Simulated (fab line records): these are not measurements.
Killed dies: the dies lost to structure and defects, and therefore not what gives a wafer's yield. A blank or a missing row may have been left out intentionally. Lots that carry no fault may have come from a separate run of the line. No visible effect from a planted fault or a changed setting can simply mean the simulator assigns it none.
Which tool did it? || flow gf180mcu || 12 lots, 36 wafers sampled, at 5 steps of a route of 602

== WHAT THE GAUGES READ, wafer by wafer ==
GF_V1_THK_MEAS_25: measures by xrf.
{"lot": "L363", "measured": "day 18 06:46", "on": "film-metro-02", "V1_W_THK (nm)": "353 364 357"}
{"lot": "L364", "measured": "day 18 10:13", "on": "film-metro-03", "V1_W_THK (nm)": "373 372 357"}
{"lot": "L365", "measured": "day 18 21:37", "on": "film-metro-03", "V1_W_THK (nm)": "361 371 353"}
{"lot": "L366", "measured": "day 19 06:36", "on": "film-metro-02", "V1_W_THK (nm)": "356 366 373"}
{"lot": "L367", "measured": "day 19 16:18", "on": "film-metro-03", "V1_W_THK (nm)": "353 357 367"}
{"lot": "L370", "measured": "day 20 23:59", "on": "film-metro-03", "V1_W_THK (nm)": "355 355 370"}
{"lot": "L371", "measured": "day 21 07:22", "on": "film-metro-02", "V1_W_THK (nm)": "355 354 371"}
{"lot": "L375", "measured": "day 22 21:42", "on": "film-metro-02", "V1_W_THK (nm)": "355 357 372"}
{"lot": "L376", "measured": "day 23 11:30", "on": "film-metro-02", "V1_W_THK (nm)": "347 367 347"}
{"lot": "L377", "measured": "day 23 12:35", "on": "film-metro-03", "V1_W_THK (nm)": "364 360 355"}
{"lot": "L379", "measured": "day 24 13:41", "on": "film-metro-01", "V1_W_THK (nm)": "353 354 366"}
{"lot": "L384", "measured": "day 25 18:29", "on": "film-metro-03", "V1_W_THK (nm)": "362 364 376"}

== TOOL THAT RAN EACH LOT (tool first, then ch and the chambers of the sampled wafers, then the start) ==
{"lot": "L363", "GF_NWELL_COAT_02": "litho-track-01 ch 0, day 3 02:01", "GF_NWELL_STRIP_10": "plasma-asher-01 ch 0, day 3 09:05", "GF_M1_SPUTTER_04": "pvd-sputter-02, day 16 05:19", "GF_V1_CMP_04": "cmp-02 ch 0,1,3, day 17 05:55"}
{"lot": "L364", "GF_NWELL_COAT_02": "litho-track-04 ch 0, day 3 05:50", "GF_NWELL_STRIP_10": "plasma-asher-01 ch 0,1, day 3 13:11", "GF_M1_SPUTTER_04": "pvd-sputter-01, day 16 09:05", "GF_V1_CMP_04": "cmp-01 ch 0,2,3, day 17 09:08"}
{"lot": "L365", "GF_NWELL_COAT_02": "litho-track-04 ch 0, day 3 13:07", "GF_NWELL_STRIP_10": "plasma-asher-01 ch 0,1, day 3 20:49", "GF_M1_SPUTTER_04": "pvd-sputter-02, day 16 19:55", "GF_V1_CMP_04": "cmp-01 ch 0,1, day 17 20:05"}
{"lot": "L366", "GF_NWELL_COAT_02": "litho-track-04 ch 0, day 3 17:22", "GF_NWELL_STRIP_10": "plasma-asher-03 ch 0,1, day 4 00:46", "GF_M1_SPUTTER_04": "pvd-sputter-03, day 17 05:17", "GF_V1_CMP_04": "cmp-02 ch 0,2,3, day 18 05:29"}
{"lot": "L367", "GF_NWELL_COAT_02": "litho-track-04 ch 0, day 3 21:08", "GF_NWELL_STRIP_10": "plasma-asher-02 ch 0, day 4 04:31", "GF_M1_SPUTTER_04": "pvd-sputter-03, day 17 12:52", "GF_V1_CMP_04": "cmp-01 ch 1,2,3, day 18 14:05"}
{"lot": "L370", "GF_NWELL_COAT_02": "litho-track-01 ch 0, day 4 14:41", "GF_NWELL_STRIP_10": "plasma-asher-03 ch 0,1, day 4 22:43", "GF_M1_SPUTTER_04": "pvd-sputter-03, day 18 21:11", "GF_V1_CMP_04": "cmp-01 ch 1,2,3, day 19 23:00"}
{"lot": "L371", "GF_NWELL_COAT_02": "litho-track-01 ch 0, day 4 18:46", "GF_NWELL_STRIP_10": "plasma-asher-01 ch 0,1, day 5 02:16", "GF_M1_SPUTTER_04": "pvd-sputter-03, day 19 05:31", "GF_V1_CMP_04": "cmp-02 ch 0,1,3, day 20 06:04"}
{"lot": "L375", "GF_NWELL_COAT_02": "litho-track-03 ch 0, day 5 16:45", "GF_NWELL_STRIP_10": "plasma-asher-03 ch 0,1, day 6 00:29", "GF_M1_SPUTTER_04": "pvd-sputter-02, day 20 19:11", "GF_V1_CMP_04": "cmp-01 ch 0,2,3, day 21 20:59"}
{"lot": "L376", "GF_NWELL_COAT_02": "litho-track-04 ch 0, day 5 22:46", "GF_NWELL_STRIP_10": "plasma-asher-03 ch 0,1, day 6 07:31", "GF_M1_SPUTTER_04": "pvd-sputter-01, day 21 10:12", "GF_V1_CMP_04": "cmp-02 ch 1,2,3, day 22 11:40"}
{"lot": "L377", "GF_NWELL_COAT_02": "litho-track-03 ch 0, day 6 05:00", "GF_NWELL_STRIP_10": "plasma-asher-01 ch 0,1, day 6 13:16", "GF_M1_SPUTTER_04": "pvd-sputter-03, day 21 11:36", "GF_V1_CMP_04": "cmp-02 ch 0,1,3, day 22 12:20"}
{"lot": "L379", "GF_NWELL_COAT_02": "litho-track-04 ch 0, day 6 15:01", "GF_NWELL_STRIP_10": "plasma-asher-03 ch 0,1, day 6 23:44", "GF_M1_SPUTTER_04": "pvd-sputter-01, day 22 12:47", "GF_V1_CMP_04": "cmp-02 ch 0,3, day 23 14:17"}
{"lot": "L384", "GF_NWELL_COAT_02": "litho-track-04 ch 0, day 7 18:50", "GF_NWELL_STRIP_10": "plasma-asher-01 ch 0,1, day 8 03:05", "GF_M1_SPUTTER_04": "pvd-sputter-01, day 23 20:27", "GF_V1_CMP_04": "cmp-01 ch 0,1, day 24 19:55"}
- GF_NWELL_COAT_02: resist thk 3000 nm.
- GF_NWELL_STRIP_10: strips in O2/N2.
- GF_M1_SPUTTER_04: material TiN, target thk 50 nm, time 41.7 s.
- GF_V1_CMP_04: polishes SiO2.

== AS READ BY THE TOOLS THEMSELVES (means over the sampled wafers that have a number; for cases with no such wafer, the mark the record gives instead) ==
GF_NWELL_COAT_02.
{"lot": "L363", "tool": "litho-track-01", "exhaust-pa (Pa)": 43.5, "resist-line-temp-C (C)": 23.02}
{"lot": "L364", "tool": "litho-track-04", "exhaust-pa (Pa)": 44.7, "resist-line-temp-C (C)": 23.01}
{"lot": "L365", "tool": "litho-track-04", "exhaust-pa (Pa)": 44.5, "resist-line-temp-C (C)": 22.96}
{"lot": "L366", "tool": "litho-track-04", "exhaust-pa (Pa)": 44.8, "resist-line-temp-C (C)": 23.02}
{"lot": "L367", "tool": "litho-track-04", "exhaust-pa (Pa)": 44.3, "resist-line-temp-C (C)": 22.98}
{"lot": "L370", "tool": "litho-track-01", "exhaust-pa (Pa)": 44.2, "resist-line-temp-C (C)": 23.01}
{"lot": "L371", "tool": "litho-track-01", "exhaust-pa (Pa)": 45.1, "resist-line-temp-C (C)": 22.99}
{"lot": "L375", "tool": "litho-track-03", "exhaust-pa (Pa)": 45.6, "resist-line-temp-C (C)": 22.98}
{"lot": "L376", "tool": "litho-track-04", "exhaust-pa (Pa)": 44.9, "resist-line-temp-C (C)": 23.08}
{"lot": "L377", "tool": "litho-track-03", "exhaust-pa (Pa)": 44.3, "resist-line-temp-C (C)": 23.04}
{"lot": "L379", "tool": "litho-track-04", "exhaust-pa (Pa)": 44.8, "resist-line-temp-C (C)": 23.08}
{"lot": "L384", "tool": "litho-track-04", "exhaust-pa (Pa)": 46.1, "resist-line-temp-C (C)": 23.05}

GF_NWELL_STRIP_10.
{"lot": "L363", "tool": "plasma-asher-01", "drypump-motor-current-A (A)": 6.1, "heater-power-w (W)": 374, "oes-product-au (a.u.)": 0.723, "strip-time-to-endpoint-s (s)": 36.81}
{"lot": "L364", "tool": "plasma-asher-01", "drypump-motor-current-A (A)": 5.9, "heater-power-w (W)": 365, "oes-product-au (a.u.)": 0.724, "strip-time-to-endpoint-s (s)": 36.98}
{"lot": "L365", "tool": "plasma-asher-01", "drypump-motor-current-A (A)": 5.8, "heater-power-w (W)": 358, "oes-product-au (a.u.)": 0.724, "strip-time-to-endpoint-s (s)": 36.92}
{"lot": "L366", "tool": "plasma-asher-03", "drypump-motor-current-A (A)": 5.5, "heater-power-w (W)": 326, "oes-product-au (a.u.)": 0.723, "strip-time-to-endpoint-s (s)": 36.97}
{"lot": "L367", "tool": "plasma-asher-02", "drypump-motor-current-A (A)": 6.1, "heater-power-w (W)": 396, "oes-product-au (a.u.)": 0.725, "strip-time-to-endpoint-s (s)": 36.85}
{"lot": "L370", "tool": "plasma-asher-03", "drypump-motor-current-A (A)": 5.6, "heater-power-w (W)": 329, "oes-product-au (a.u.)": 0.724, "strip-time-to-endpoint-s (s)": 36.87}
{"lot": "L371", "tool": "plasma-asher-01", "drypump-motor-current-A (A)": 5.9, "heater-power-w (W)": 360, "oes-product-au (a.u.)": 0.722, "strip-time-to-endpoint-s (s)": 36.93}
{"lot": "L375", "tool": "plasma-asher-03", "drypump-motor-current-A (A)": 5.6, "heater-power-w (W)": 330, "oes-product-au (a.u.)": 0.714, "strip-time-to-endpoint-s (s)": 19.58}
{"lot": "L376", "tool": "plasma-asher-03", "drypump-motor-current-A (A)": 5.5, "heater-power-w (W)": 324, "oes-product-au (a.u.)": 0.724, "strip-time-to-endpoint-s (s)": 36.83}
{"lot": "L377", "tool": "plasma-asher-01", "drypump-motor-current-A (A)": 6.0, "heater-power-w (W)": 369, "oes-product-au (a.u.)": 0.715, "strip-time-to-endpoint-s (s)": 19.61}
{"lot": "L379", "tool": "plasma-asher-03", "drypump-motor-current-A (A)": 5.5, "heater-power-w (W)": 325, "oes-product-au (a.u.)": 0.726, "strip-time-to-endpoint-s (s)": 36.99}
{"lot": "L384", "tool": "plasma-asher-01", "drypump-motor-current-A (A)": 6.0, "heater-power-w (W)": 366, "oes-product-au (a.u.)": 0.721, "strip-time-to-endpoint-s (s)": 37.08}

GF_M1_SPUTTER_04.
{"lot": "L363", "tool": "pvd-sputter-02", "throttle-valve-pct (%)": 30.4}
{"lot": "L364", "tool": "pvd-sputter-01", "throttle-valve-pct (%)": 30.6}
{"lot": "L365", "tool": "pvd-sputter-02", "throttle-valve-pct (%)": 30.0}
{"lot": "L366", "tool": "pvd-sputter-03", "throttle-valve-pct (%)": 30.4}
{"lot": "L367", "tool": "pvd-sputter-03", "throttle-valve-pct (%)": 30.3}
{"lot": "L370", "tool": "pvd-sputter-03", "throttle-valve-pct (%)": 30.8}
{"lot": "L371", "tool": "pvd-sputter-03", "throttle-valve-pct (%)": 30.5}
{"lot": "L375", "tool": "pvd-sputter-02", "throttle-valve-pct (%)": 30.6}
{"lot": "L376", "tool": "pvd-sputter-01", "throttle-valve-pct (%)": 31.4}
{"lot": "L377", "tool": "pvd-sputter-03", "throttle-valve-pct (%)": 30.1}
{"lot": "L379", "tool": "pvd-sputter-01", "throttle-valve-pct (%)": 30.6}
{"lot": "L384", "tool": "pvd-sputter-01", "throttle-valve-pct (%)": 31.3}

GF_V1_CMP_04.
{"lot": "L363", "tool": "cmp-02", "motor-current-A (A)": 12.8, "platen-rpm (rpm)": 60.01, "slurry-filter-dp-kPa (kPa)": 13.50, "time-to-endpoint-s (s)": 74}
{"lot": "L364", "tool": "cmp-01", "motor-current-A (A)": 12.2, "platen-rpm (rpm)": 59.97, "slurry-filter-dp-kPa (kPa)": 13.45, "time-to-endpoint-s (s)": 83}
{"lot": "L365", "tool": "cmp-01", "motor-current-A (A)": 11.7, "platen-rpm (rpm)": 60.00, "slurry-filter-dp-kPa (kPa)": 13.45, "time-to-endpoint-s (s)": 80}
{"lot": "L366", "tool": "cmp-02", "motor-current-A (A)": 12.8, "platen-rpm (rpm)": 60.00, "slurry-filter-dp-kPa (kPa)": 13.52, "time-to-endpoint-s (s)": 85}
{"lot": "L367", "tool": "cmp-01", "motor-current-A (A)": 12.8, "platen-rpm (rpm)": 60.03, "slurry-filter-dp-kPa (kPa)": 13.48, "time-to-endpoint-s (s)": 88}
{"lot": "L370", "tool": "cmp-01", "motor-current-A (A)": 13.0, "platen-rpm (rpm)": 60.02, "slurry-filter-dp-kPa (kPa)": 13.41, "time-to-endpoint-s (s)": 77}
{"lot": "L371", "tool": "cmp-02", "motor-current-A (A)": 12.3, "platen-rpm (rpm)": 59.96, "slurry-filter-dp-kPa (kPa)": 13.43, "time-to-endpoint-s (s)": 80}
{"lot": "L375", "tool": "cmp-01", "motor-current-A (A)": 12.0, "platen-rpm (rpm)": 60.00, "slurry-filter-dp-kPa (kPa)": 13.60, "time-to-endpoint-s (s)": 82}
{"lot": "L376", "tool": "cmp-02", "motor-current-A (A)": 11.3, "platen-rpm (rpm)": 60.02, "slurry-filter-dp-kPa (kPa)": 13.57, "time-to-endpoint-s (s)": 81}
{"lot": "L377", "tool": "cmp-02", "motor-current-A (A)": 12.4, "platen-rpm (rpm)": 60.02, "slurry-filter-dp-kPa (kPa)": 13.45, "time-to-endpoint-s (s)": 84}
{"lot": "L379", "tool": "cmp-02", "motor-current-A (A)": 13.5, "platen-rpm (rpm)": 60.04, "slurry-filter-dp-kPa (kPa)": 13.43, "time-to-endpoint-s (s)": 80}
{"lot": "L384", "tool": "cmp-01", "motor-current-A (A)": 11.9, "platen-rpm (rpm)": 60.01, "slurry-filter-dp-kPa (kPa)": 13.36, "time-to-endpoint-s (s)": 81}

== THE ANSWER, worked out from the rows above alone ==
Rule: the usual values come from the lots themselves. Put in order of their means at a reading, lots are off if they are a third of the lots or fewer, leave a main group of 4 or more, and stand apart from it by a gap of 3 or more times the standard deviation of the main group's means; of several such gaps the widest counts. A main group is skipped when, at the precision printed for the reading in the tables above, its means are all equal. Also off: a lot with no number at a reading for which 4 or more lots have one. Where the step has rows for the other lots, those lots are counted as sound. Order of review: gauges by route order, followed by the tools' own readings, for which a lot's mean as printed above is used. The first step at which some lot is off is used, and at that step the reading that is off furthest; a lot without a number counts as furthest.
Off: L375, L377 (GF_NWELL_STRIP_10, strip-time-to-endpoint-s). Main group: mean 36.92 s, sd 0.08.
A tool fits if, at that step or a process step before it, it ran every lot that is off, and no sound lot after the first of them. One fits: litho-track-03 at GF_NWELL_COAT_02. It ran no sound lot before its first lot that is off in this sample, so the start can't be narrowed down.

== WHAT THE SIMULATOR HAD PUT IN ==
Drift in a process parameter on litho-track-03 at GF_NWELL_COAT_02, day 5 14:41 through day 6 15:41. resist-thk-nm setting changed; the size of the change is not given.
Shown lots that were struck: L375, L377. The rule above found the same.
